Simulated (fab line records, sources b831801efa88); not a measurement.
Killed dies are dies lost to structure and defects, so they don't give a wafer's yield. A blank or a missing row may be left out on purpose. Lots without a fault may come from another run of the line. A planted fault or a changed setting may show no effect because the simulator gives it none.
Problem report in the 8D (eight disciplines) form, filled by code | flow sky130 | the parts of the form that need people (team, actions taken, sign-off) are left out

1. THE PROBLEM
SONOS_ONO_CVD_02_THK at SKY_SONOS_ONO_THK_MEAS_03 reads a mean of 16.01 nm on 3 wafers of 1 lot; wafers without a fault read 10.50 nm with a standard deviation of 0.17. That is +32 standard deviations from the usual mean.
First seen on wafer L185.1, day 14 09:02, on film_metro-02. The record holds 36 wafers of 12 lots with a number at this step. Rule for "out", or "out of limits": more than 4 standard deviations from the usual mean. The other wafers with a number count as sound.

2. WHAT IT IS AND WHAT IT IS NOT
question                    | is                     | is not
which readings at this step | SONOS_ONO_CVD_02_THK   | -
which lots                  | L185                   | L176, L177, L179, L180, L182, L193, L194, L195, L196, L197, L198
which wafers of those lots  | all that have a number | -
read on which gauges        | film_metro-02          | film_metro-01, film_metro-03
when                        | from day 14 09:02      | up to then (15 sound wafers); but 18 sound wafers of L193, L194, L195, L196, L197, L198 came after

3. SUSPECTS, AND WHAT RULES EACH OUT
Counting: a tool at a process step up to the reading stays a suspect if it ran every lot that is out and no sound lot after the first of them.
- the gauge at SKY_SONOS_ONO_THK_MEAS_03: kept. All the wafers that are out were read on film_metro-02, and no step on other tools shows them out.
- rtp_anneal-02 at SKY_NWELL_RTA_28 (time 30 s): ruled out as a lasting fault. Sound lots L193, L195, L198 ran on it after its first lot that is out, L185 (day 7 11:59).
- plasma_asher-03 at SKY_VT_ADJUST_PCH_STRIP_09 (strips in O2/N2): ruled out as a lasting fault. Sound lots L194, L195, L196 ran on it after its first lot that is out, L185 (day 13 03:30).
- lpcvd-02 at SKY_SONOS_ONO_CVD_02 (deposits Si3N4 from DCS/NH3, target thk 10.5 nm, time 180 s): ruled out as a lasting fault. Sound lots L193, L194, L195, L196, L197, L198 ran on it after its first lot that is out, L185 (day 14 07:59).
Left after counting: film_metro-02 at SKY_SONOS_ONO_THK_MEAS_03.

4. THE CAUSE (what the simulator had put in)
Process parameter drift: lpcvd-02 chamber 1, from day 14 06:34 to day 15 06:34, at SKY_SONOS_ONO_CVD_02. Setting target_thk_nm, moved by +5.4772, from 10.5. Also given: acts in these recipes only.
Counting ruled it out, wrongly: the rule takes a fault to strike every lot that its tool runs from its start on, and this one did not.

5. THE CHAIN OF EFFECTS, in route order
Each row: a reading whose mean over the struck wafers that have a number lies more than 3 standard deviations from the usual. Only readings for which the record gives a usual standard deviation are gone through. hours: the time from each lot's start at the first step in this table that gives one to its start at this step, as a median over the lots. sigmas: the change in usual standard deviations.
hours | step                      | reading              | usual    | on struck wafers | change | sigmas
0     | SKY_SONOS_ONO_THK_MEAS_03 | SONOS_ONO_CVD_02_THK | 10.50 nm | 16.01            | +5.51  | +32

6. WHAT WOULD HAVE CAUGHT IT SOONER
In this record the first reading out of limits at a measuring or inspecting step was taken at day 14 09:02, 2 hours after the fault began at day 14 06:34.
